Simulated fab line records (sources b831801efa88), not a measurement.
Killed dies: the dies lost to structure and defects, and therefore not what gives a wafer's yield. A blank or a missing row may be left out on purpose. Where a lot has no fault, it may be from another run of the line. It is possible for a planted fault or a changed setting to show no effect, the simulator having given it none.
Which tool did it? ; flow sky130 ; 18 wafers from 6 lots sampled at 2 of the route's 708 steps

== WHAT THE GAUGES SHOWED, per wafer ==
SKY_NWELL_OVL_MEAS_10.
lot;measured;on;NWELL_00_OVL (nm)
L244;day 5 06:58;overlay-01;0.8 -0.8 0.3
L246;day 5 20:13;overlay-01;2.0 1.0 2.4
L256;day 7 23:32;overlay-02;-1.1 -0.5 0.6
L258;day 8 15:11;overlay-02;0.1 1.4 2.0
L260;day 9 03:20;overlay-01;-0.9 -0.7 0.5
L262;day 9 17:58;overlay-02;0.1 0.1 1.3

== WHICH TOOL RAN EACH LOT (tool, then ch and the chambers of the sampled wafers, then the start) ==
lot;SKY_NWELL_EXPOSE_07
L244;iline_stepper-02 ch 0, day 4 23:01
L246;iline_stepper-01 ch 0, day 5 10:44
L256;iline_stepper-02 ch 0, day 7 14:16
L258;iline_stepper-02 ch 0, day 8 04:58
L260;iline_stepper-01 ch 0, day 8 16:40
L262;iline_stepper-02 ch 0, day 9 07:22
- SKY_NWELL_EXPOSE_07: exposes mask NWM, target cd 840 nm.

== THE ANSWER, worked out from the rows above alone ==
Rule: usual is defined by the lots themselves. The widest of any qualifying gaps counts: lots, ordered by their means at a reading, are off when they make up no more than a third of the lots, leave a main group of 4 or more, and stand apart from it by 3 or more times the standard deviation of that group's means. A main group whose means are all the same, to the digits that the tables above print for the reading, isn't used. Also off: a lot with no number at a reading for which 4 or more lots have one. Any other lot the step has rows for is counted as sound.
Nothing can be told from this: no lot is off at any reading shown.

== WHAT THE SIMULATOR HAD PUT IN ==
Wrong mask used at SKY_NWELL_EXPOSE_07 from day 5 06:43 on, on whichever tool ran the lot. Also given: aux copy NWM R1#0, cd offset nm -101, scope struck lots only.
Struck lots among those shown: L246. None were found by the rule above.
